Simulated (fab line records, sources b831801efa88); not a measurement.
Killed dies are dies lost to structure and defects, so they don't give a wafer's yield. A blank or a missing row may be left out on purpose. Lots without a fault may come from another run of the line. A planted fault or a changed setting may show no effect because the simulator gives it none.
One fault seen from 2 desks | flow sky130 | each desk has only its own numbers; what lay behind them comes last

THE METROLOGY DESK
What the gauges read, lot by lot, whatever tool the lot ran on: means of the sampled wafers that have a number. A lot is out of limits, marked OUT, if its mean lies more than 4 standard deviations from the usual mean; the brackets give that distance.
Columns: A = PASSIVATION_CVD_00_THK at SKY_PASSIVATION_THK_MEAS_01, usual 90.4 nm; B = PASSIVATION_CVD_02_THK at SKY_PASSIVATION_THK_MEAS_03, usual 539 nm
lot  | first seen here | A    | B
L722 | day 45 05:47    | 91.8 | 539
L720 | day 45 09:44    | 89.4 | 536
L724 | day 45 16:52    | 89.3 | 543
L723 | day 45 20:52    | 90.4 | 538
L725 | day 46 05:19    | 90.0 | 532
L737 | day 48 18:58    | 91.0 | 543
L739 | day 49 09:23    | 88.5 | 538
This desk's finding: nothing out of limits on any of the 7 lots.

THE TOOL OWNER'S DESK: iline_stepper-02
The tool's own readings at SKY_PASSIVATION_EXPOSE_08 (exposes mask NSM, target cd 3000 nm): means of the sampled wafers that have a number, for each lot that ran on this tool. A lot is out of limits, marked OUT, if its mean lies more than 4 standard deviations from the usual mean; the brackets give that distance.
Columns: A = exposure_dose_mJ_cm2 at SKY_PASSIVATION_EXPOSE_08, usual 259.97
lot  | first seen here | A
L722 | day 45 16:34    | 259.60
L720 | day 45 20:30    | 259.78
L724 | day 46 03:46    | 278.42 (+74) OUT
L723 | day 46 08:15    | 278.39 (+74) OUT
L725 | day 46 16:07    | 278.54 (+74) OUT
This desk's finding: out of limits on L723, L724, L725; first on L724, day 46 03:46 (exposure_dose_mJ_cm2 at SKY_PASSIVATION_EXPOSE_08). In limits: L722, L720.

PUT TOGETHER
The tool owner's desk could have raised an alarm at day 46 03:46, on L723, L724, L725.
The metrology desk saw nothing out of limits.
The metrology desk has L723, L724, L725 on record, within its limits.
Of the lots named, all ran SKY_PASSIVATION_EXPOSE_08 on iline_stepper-02.

WHAT THE SIMULATOR HAD PUT IN
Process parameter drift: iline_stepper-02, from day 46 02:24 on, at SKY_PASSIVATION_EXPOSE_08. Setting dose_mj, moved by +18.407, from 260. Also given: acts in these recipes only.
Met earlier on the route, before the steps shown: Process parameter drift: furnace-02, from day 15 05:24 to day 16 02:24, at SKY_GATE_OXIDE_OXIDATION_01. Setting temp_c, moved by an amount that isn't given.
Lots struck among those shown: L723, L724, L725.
Hours from the fault's start to each desk's first reading out of limits: the tool owner's desk, 1.
